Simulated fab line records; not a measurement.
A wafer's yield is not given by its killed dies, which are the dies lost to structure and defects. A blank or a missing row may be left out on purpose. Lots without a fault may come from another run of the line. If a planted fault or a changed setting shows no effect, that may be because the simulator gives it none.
Matching of chambers	flow sky130	SKY_VIA3_CMP_24 on cmp-02: 4 sister chambers
The step polishes, stops on SiO2, t overpolish 20 s, target thk 0 nm. 4 wafers are shown with their chamber, then 7 later ones without.

WAFERS WITH THEIR CHAMBER
wafer	chamber	motor_current_A (A)
L308.3	0	11.6
L308.6	1	10.1
L313.2	3	12.6
L313.3	2	10.3

WAFERS WITHOUT THEIR CHAMBER
wafer	motor_current_A (A)
L313.6	12.8
L317.2	11.0
L317.4	10.2
L317.5	10.2
L320.1	11.7
L320.2	12.4
L320.4	10.0

WHICH CHAMBER EACH ONE RAN IN
wafer	from the rows above	in truth
L313.6	3	3
L317.2	can't be placed: 0 or 2 or 1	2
L317.4	can't be placed: 1 or 2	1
L317.5	can't be placed: 1 or 2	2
L320.1	0	0
L320.2	3	3
L320.4	can't be placed: 1 or 2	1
Placed correctly: 3 of 7. From these rows, 4 cannot be placed; in 4 the true chamber is one of the candidates. Placed wrongly: 0.
How it was worked out, from the rows above alone: a wafer's distance from a chamber is the root of the sum, over the readings, of the square of ((its reading less the chamber's mean) divided by the reading's scatter). The wafer belongs to the nearest chamber; if the next one is less than 2 further off, it can't be placed. The mean given for a chamber averages the wafers shown for that chamber. The scatter: with one shown wafer a chamber, the root of the mean of the squares of how far each hidden wafer lies from its nearest shown one.
